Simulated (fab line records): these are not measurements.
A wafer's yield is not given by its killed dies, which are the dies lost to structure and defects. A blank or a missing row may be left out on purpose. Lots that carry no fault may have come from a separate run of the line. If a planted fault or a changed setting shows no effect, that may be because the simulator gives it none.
Code-filled problem report in 8D (eight disciplines) form | flow sky130 | the parts of the form that need people (team, actions taken, sign-off) are left out

== 1. THE ISSUE ==
Mean of cd-nm at SKY_SD_N_CD_MEAS_07: 395.4 nm across 2 wafers in 2 lots; on wafers with no fault it is 380.3 nm (standard deviation 2.8). Measured from the usual mean, that is +5.4 standard deviations.
The step: target cd 380 nm.
First seen on wafer L847.1, day 30 14:22, on cd-sem-02. The record holds 36 wafers of 12 lots with a number at this step. Rule for "out" (also "out of limits"): further than 4 standard deviations from the usual mean. The other wafers with a number count as sound.

== 2. WHAT IT IS AND WHAT IT IS NOT ==
question                    | is                | is not
which readings at this step | cd-nm             | -
which lots                  | L847, L848        | L839, L841, L844, L850, L856, L857, L858, L859, L861, L862
which wafers of those lots  | L847.1, L848.1    | L847.3, L847.5, L848.2, L848.3
read on which gauges        | cd-sem-02         | cd-sem-01
when                        | from day 30 14:22 | up to then (11 sound wafers); but 23 sound wafers of L848, L850, L856, L857, L858, L859, L861, L862 came after

== 3. THE SUSPECTS, EACH WITH WHAT RULES IT OUT ==
Counting: if a tool at a process step up to the reading ran every lot that is out, it stays a suspect. Sound lots after the first of them don't rule it out here, since some wafers of a struck lot are sound.
- the gauge at SKY_SD_N_CD_MEAS_07: kept. All the wafers that are out were read on cd-sem-02, and no step on other tools shows them out.
- litho-track-03 at SKY_SD_N_DEVELOP_06 (develop time 60 s): kept. Ran every lot that is out, first one L847 (day 30 14:13); last sound lot up to then L844 (day 29 18:26).
The count leaves cd-sem-02 at SKY_SD_N_CD_MEAS_07 and litho-track-03 at SKY_SD_N_DEVELOP_06.

== 4. THE CAUSE (what the simulator had put in) ==
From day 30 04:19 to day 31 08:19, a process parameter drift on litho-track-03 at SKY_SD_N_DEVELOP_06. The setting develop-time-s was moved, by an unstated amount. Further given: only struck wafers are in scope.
This tool is one of the 2 suspects left after counting.

== 5. THE CHAIN OF EFFECTS, in route order ==
Rows list readings where the struck wafers' mean (over those with a number) sits beyond 3 standard deviations from the usual. Readings are gone through only where the record gives a usual standard deviation; hours: the median, over the lots, of the time from a lot's start at the first step in this table giving one to that lot's start at this step; sigmas: the change measured in usual standard deviations.
hours | step                | reading | usual    | on struck wafers | change | sigmas
0     | SKY_SD_N_CD_MEAS_07 | cd-nm   | 380.3 nm | 395.4            | +15.1  | +5.4
Later steps that measure or inspect, where all struck wafers having a row at the step show a number for every such reading and not one has moved that far: SKY_SD_N_OVL_MEAS_08.

== 6. WHAT WOULD HAVE CAUGHT IT SOONER ==
The first out-of-limits reading at a measuring or inspecting step in this record came at day 30 14:22, 10 hours after the fault's start at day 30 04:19.
Among the 2 lots that are out, L848 began SKY_SD_N_DEVELOP_06 on litho-track-03 after day 30 14:22. It would have been spared by a hold on the tool at that moment.
